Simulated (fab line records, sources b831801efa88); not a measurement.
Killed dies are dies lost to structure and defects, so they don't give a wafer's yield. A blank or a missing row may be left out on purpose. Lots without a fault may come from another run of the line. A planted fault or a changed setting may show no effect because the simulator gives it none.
Tool commonality check | flow sky130 | 12 lots, 42 wafers sampled

WHY IT WAS OPENED
At SKY_LDD_HVN_TW_MEAS_10 the reading LDD_HVN_TW is flagged on 2 of 12 lots. Wafers without a fault read 1430, standard deviation 22.
Rule: a lot is flagged when every wafer of it that has a number lies more than 4 standard deviations from that mean, or none has a number. The other lots count as sound.

lot  | measured     | on            | LDD_HVN_TW, wafer by wafer    | flag
L577 | day 20 06:43 | film_metro-01 | 1480 1479 1473                |
L578 | day 21 04:40 | film_metro-01 | 1473 1473 1470                |
L579 | day 21 16:58 | film_metro-04 | 1412 1407 1420                |
L583 | day 23 07:35 | film_metro-02 | 1426 1428 1423                |
L584 | day 23 08:49 | film_metro-02 | 1425 1425 1414                |
L585 | day 23 10:19 | film_metro-02 | 1424 1423 1420                |
L586 | day 24 01:33 | film_metro-01 | 1474 1470 1473                |
L589 | day 25 11:04 | film_metro-04 | 1216 1207 1209 1208 1213 1215 | FLAGGED
L594 | day 27 07:14 | film_metro-04 | 1411 1414 1410                |
L595 | day 27 09:35 | film_metro-02 | 1235 1240 1235 1235 1240 1229 | FLAGGED
L598 | day 28 02:13 | film_metro-02 | 1420 1421 1417                |
L599 | day 28 07:19 | film_metro-01 | 1470 1468 1475                |
The numbers of the flagged lots are 1224 on average: -206 against the usual, or -9 standard deviations.

WHICH TOOL RAN EACH LOT
The record holds 2 process steps before the reading, out of a route of 708 steps. In each cell: the tool, then ch and the chambers that the sampled wafers went through, then the start.
lot  | flag    | SKY_POLY_GATE_STRIP_18               | SKY_LDD_HVN_IMPLANT_08
L577 |         | plasma_asher-04 ch 0,1, day 16 09:45 | implanter-04 ch 0, day 20 06:28
L578 |         | plasma_asher-04 ch 0,1, day 17 04:59 | implanter-04 ch 0, day 21 04:25
L579 |         | plasma_asher-02 ch 0,1, day 17 17:00 | implanter-01 ch 0, day 21 16:43
L583 |         | plasma_asher-03 ch 0,1, day 19 08:37 | implanter-04 ch 0, day 23 07:22
L584 |         | plasma_asher-02 ch 1, day 19 12:20   | implanter-01 ch 0, day 23 08:34
L585 |         | plasma_asher-03 ch 0,1, day 19 12:41 | implanter-04 ch 0, day 23 10:04
L586 |         | plasma_asher-03 ch 0,1, day 20 03:48 | implanter-01 ch 0, day 24 01:18
L589 | FLAGGED | plasma_asher-02 ch 0,1, day 21 13:34 | implanter-01 ch 0, day 25 10:49
L594 |         | plasma_asher-02 ch 0,1, day 23 12:24 | implanter-02 ch 0, day 27 07:00
L595 | FLAGGED | plasma_asher-04 ch 0,1, day 23 14:15 | implanter-01 ch 0, day 27 09:21
L598 |         | plasma_asher-04 ch 0,1, day 24 07:38 | implanter-02 ch 0, day 28 01:58
L599 |         | plasma_asher-04 ch 0,1, day 24 13:06 | implanter-02 ch 0, day 28 07:04
What these steps do:
- SKY_POLY_GATE_STRIP_18: strips in O2/N2.
- SKY_LDD_HVN_IMPLANT_08
- SKY_LDD_HVN_TW_MEAS_10

FLAGGED OVER TOTAL, TOOL BY TOOL (the gauges that took the reading come last)
step                   | tool            | lots run | flagged | share of the flagged lots | sound lots run after its first flagged lot
SKY_POLY_GATE_STRIP_18 | plasma_asher-02 | 4        | 1       | some                      | 1 (L594)
SKY_POLY_GATE_STRIP_18 | plasma_asher-03 | 3        | 0       | none                      | -
SKY_POLY_GATE_STRIP_18 | plasma_asher-04 | 5        | 1       | some                      | 2 (L598,L599)
SKY_LDD_HVN_IMPLANT_08 | implanter-01    | 5        | 2       | all                       | 0
SKY_LDD_HVN_IMPLANT_08 | implanter-02    | 3        | 0       | none                      | -
SKY_LDD_HVN_IMPLANT_08 | implanter-04    | 4        | 0       | none                      | -
SKY_LDD_HVN_TW_MEAS_10 | film_metro-01   | 4        | 0       | none                      | -
SKY_LDD_HVN_TW_MEAS_10 | film_metro-02   | 5        | 1       | some                      | 1 (L598)
SKY_LDD_HVN_TW_MEAS_10 | film_metro-04   | 3        | 1       | some                      | 1 (L594)

WHAT THE TABLE ALLOWS
1 row of the table ran every flagged lot: implanter-01 at SKY_LDD_HVN_IMPLANT_08.
- implanter-01 at SKY_LDD_HVN_IMPLANT_08: 2 of its 5 lots flagged. Its last sound lot is L586 (day 24 01:18), its first flagged lot L589 (day 25 10:49): a fault that began between those two fits. Its own readings lie more than 4 standard deviations out on every wafer of the flagged lots: dose_ions_cm2, faraday_current_uA.
One tool is left: implanter-01 at SKY_LDD_HVN_IMPLANT_08.

WHAT THE SIMULATOR HAD PUT IN
Process parameter drift: implanter-01, from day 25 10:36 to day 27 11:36, at SKY_LDD_HVN_IMPLANT_08. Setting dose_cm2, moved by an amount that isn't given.
Lots struck among those shown: L589, L595. The rule above found the same.
